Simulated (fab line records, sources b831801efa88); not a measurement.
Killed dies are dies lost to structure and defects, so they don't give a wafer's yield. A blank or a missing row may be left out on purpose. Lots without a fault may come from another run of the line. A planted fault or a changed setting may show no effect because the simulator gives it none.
A struck lot beside a sound one | flow sky130 | 28 steps out of a route of 708
Sound: wafers L435.3, L435.4, L435.5. Struck: wafers L449.1, L449.2, L449.3. The cause comes at the end.
At each step with rows: each side's tool, then ch and its chambers, then its first start. Under that, the readings that differ: sound wafers | struck wafers | difference of the means | sigmas: that difference in standard deviations of wafers without a fault.
alike: readings whose means differ by less than 2 such deviations, and words and numbers that are the same on both sides. not compared: withheld readings, readings that some wafer has no value for, bounds like >300 that may hide the same value, and numbers for which the record gives no deviation and whose values overlap.
The two part at a step that has a row with sigmas, a row that says differs or no value, or rows on one side only. Numbers that don't overlap but have no deviation are shown without sigmas and don't part them. A reading that every wafer of one side lacks parts them only if that side has two wafers or more.

first, 8 steps without rows for these wafers: SKY_LOCAL_INTERCONNECT_ETCH_13 (etches BARC in N2/H2, stops on SiO2, time 45.9 s, target depth 60 nm); SKY_LOCAL_INTERCONNECT_METAL_ETCH_14 (etches TiN in Cl2/BCl3, stops on PSG, target depth 110 nm, time 31.4 s); SKY_LOCAL_INTERCONNECT_STRIP_15 (strips in O2/N2); SKY_LOCAL_INTERCONNECT_STRIP_16 (strips in post etch residue remover, time 1200 s); SKY_LOCAL_INTERCONNECT_CLEAN_17 (cleans in IPA, time 180 s); SKY_LOCAL_INTERCONNECT_CLEAN_18 (cleans in O3/DIW); SKY_CONTACT_CVD_00 (deposits Si3N4, target thk 75 nm); SKY_CONTACT_HDPCVD_02 (deposits SiO2, target thk 565 nm, time 94.2 s).
SKY_CONTACT_CMP_04: polishes SiO2.
  sound on cmp-02 ch 2,3, day 32 10:13; struck on cmp-02 ch 0,2,3, day 36 16:56
  reading                                     | sound             | struck            | difference | sigmas
  head_pressure_psi (psi)                     | 4.008 3.999 3.999 | 1.523 1.521 1.520 | -2.481     | -99 or more
  motor_current_A (A)                         | 12.0 11.6 10.9    | 6.4 6.0 7.9       | -4.7       | -4
  time_to_endpoint_s (s)                      | 80 82 81          | 109 103 107       | +25        | +5
  model.SiO2_of_CONTACT_HDPCVD_02.thk_nm (nm) | 337.5 339.8 339.8 | 457.3 448 452.8   | +113.7     |
  alike: platen_rpm, slurry_filter_dp_kPa
then, 9 steps without rows for these wafers: SKY_CONTACT_DEHYDRATE_06 (time 60 s); SKY_CONTACT_HMDS_07 (prime time 60 s); SKY_CONTACT_COAT_08 (resist thk 60 nm); SKY_CONTACT_COAT_09 (resist thk 450 nm); SKY_CONTACT_SOFTBAKE_10 (time 90 s); SKY_CONTACT_EXPOSE_11 (exposes mask CTM1, target cd 170 nm); SKY_CONTACT_PEB_12; SKY_CONTACT_DEVELOP_13 (develop time 60 s); SKY_CONTACT_ETCH_16 (etches BARC in N2/H2, stops on SiO2, time 45.9 s, target depth 60 nm).
SKY_CONTACT_ETCH_17: etches SiO2 in C4F8/O2/Ar, stops on Si3N4, target depth 340 nm.
  sound on rie_diel-04 ch 0,3, day 33 13:04; struck on rie_diel-01 ch 1,2,3, day 37 19:52
  reading                             | sound             | struck            | difference | sigmas
  oes_product_au (a.u.)               | 0.890 0.889 0.886 | 0.998 1.019 0.998 | +0.117     | +23
  model.CONTACT.feature_depth_nm (nm) | 337.5 339.8 339.8 | 409.9 420.3 409.1 | +74.1      |
  model.etch.depth_nm (nm)            | 337.5 339.8 339.8 | 409.9 420.3 409.1 | +74.1      |
  alike: rf_fwd_power_W
SKY_CONTACT_ETCH_18: etches Si3N4 in CHF3/O2, stops on TiN, time 39 s, target depth 75 nm.
  sound on rie_diel-04 ch 0,3; struck on rie_diel-01 ch 1,2,3
  reading                | sound             | struck            | difference | sigmas
  oes_product_au (a.u.)  | 0.851 0.863 0.853 | 0.630 0.845 0.678 | -0.138     | -18
  throttle_valve_pct (%) | 8.794 8.798 8.789 | 8.750 8.798 8.739 | -0.031     | -3
  alike: drypump_motor_current_A, rf_fwd_power_W
  not compared: rf_hours_counter_h
then, 6 steps without rows for these wafers: SKY_CONTACT_STRIP_19 (strips in O2/N2); SKY_CONTACT_STRIP_20 (strips in post etch residue remover, time 1200 s); SKY_CONTACT_CLEAN_21 (cleans in IPA, time 180 s); SKY_CONTACT_CLEAN_22 (cleans in O3/DIW); SKY_CONTACT_SPUTTER_23 (material TiN, target thk 20 nm, time 80 s); SKY_CONTACT_CVD_24 (deposits W, target thk 340 nm, time 102.12 s).
SKY_CONTACT_CMP_27: polishes, stops on SiO2, t overpolish 15 s, target thk 0 nm.
  sound on cmp-02 ch 0,1,3, day 33 14:10; struck on cmp-02 ch 0,1,3, day 37 20:53
  reading                                     | sound             | struck            | difference | sigmas
  model.SiO2_of_CONTACT_HDPCVD_02.thk_nm (nm) | 334.3 336.6 336.7 | 454.1 444.9 449.6 | +113.7     |
  alike: head_pressure_psi, motor_current_A, platen_rpm, slurry_filter_dp_kPa
-- the record jumps here: 12 days lie between the struck wafers' starts before and after (it left off in module CONTACT and takes up again in module PAD_OPEN, whose first step shown is number 708 of the route) --
SKY_PAD_OPEN_PROBE_99:
  sound on prober-02, day 47 06:13; struck on prober-02, day 50 06:19
  reading            | sound    | struck      | difference | sigmas
  killed_at_contacts | 18 34 18 | 430 404 435 | +400       | +69
  killed_dies        | 70 94 85 | 492 471 490 | +401       | +36
  killed_on_rim      | 12 16 23 | 96 83 95    | +74        | +20
  alike: killed_at_M0_to_M3, killed_at_M4_up, killed_at_front_end, killed_at_other, killed_open, killed_short

WHERE THEY PART
First at SKY_CONTACT_CMP_04; last, within this record, at SKY_PAD_OPEN_PROBE_99.

WHY: what the simulator had put in
Process parameter drift: cmp-02, from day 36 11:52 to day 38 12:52, at SKY_CONTACT_CMP_04. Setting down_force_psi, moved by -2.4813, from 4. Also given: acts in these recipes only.
